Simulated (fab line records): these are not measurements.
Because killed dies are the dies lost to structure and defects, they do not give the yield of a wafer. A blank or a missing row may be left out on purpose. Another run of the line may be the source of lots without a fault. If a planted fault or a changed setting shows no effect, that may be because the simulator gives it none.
Chamber matching	flow gf180mcu	GF_V3_ETCH_17 on rieDiel-01: 4 sister chambers
The step etches SiO2 in C4F8/O2/Ar, stops on TiN, target depth 635 nm. 14 wafers are shown with their chamber, then 6 later ones without.

## WAFERS PAIRED WITH THEIR CHAMBERS
wafer	chamber	rfFwdPowerW (W)	oesProductAu (a.u.)
L134.1	0	1496	0.853
L134.3	3	1492	0.853
L134.6	3	1493	0.853
L135.2	0	1487	0.852
L135.4	2	1490	0.856
L135.6	2	1485	0.861
L137.2	0	1481	0.865
L137.3	2	1488	0.854
L146.1	3	1492	0.855
L146.4	1	1501	0.858
L146.5	2	1495	0.854
L152.2	1	1499	0.855
L152.3	0	1493	0.861
L152.6	1	1503	0.856

SIGNATURES (means of the wafers above)
reading	chamber 0	chamber 1	chamber 2	chamber 3	scatter within a chamber
rfFwdPowerW	1489.25	1501.00	1489.50	1492.33	4.41
oesProductAu	0.85775	0.85633	0.85625	0.85367	0.00399
Rule: a wafer's distance from a chamber is the root of the sum, over the readings, of the square of ((its reading less the chamber's mean) divided by the reading's scatter). The wafer belongs to the nearest chamber; if the next one is less than 2 further off, it can't be placed. The scatter: take each reading less its chamber's mean, square it, sum over the shown wafers, divide by the number of wafers less the number of chambers, and take the root.

## WAFERS WITH NO CHAMBER GIVEN
wafer	rfFwdPowerW (W)	oesProductAu (a.u.)
L155.4	1488	0.863
L155.5	1483	0.847
L155.6	1489	0.852
L157.2	1496	0.860
L157.4	1496	0.857
L157.5	1492	0.861

## THE CHAMBER EACH PASSED THROUGH
wafer	from the rows above	in truth
L155.4	can't be placed: 0 or 2 or 3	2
L155.5	can't be placed: 3 or 2 or 0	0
L155.6	can't be placed: 3 or 2 or 0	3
L157.2	can't be placed: 1 or 0 or 2 or 3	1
L157.4	can't be placed: 1 or 3 or 2 or 0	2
L157.5	can't be placed: 0 or 2 or 3 or 1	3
0 of 6 placed correctly. Can't be placed from these rows: 6 (the true chamber is among the candidates in 6). 0 placed wrongly.
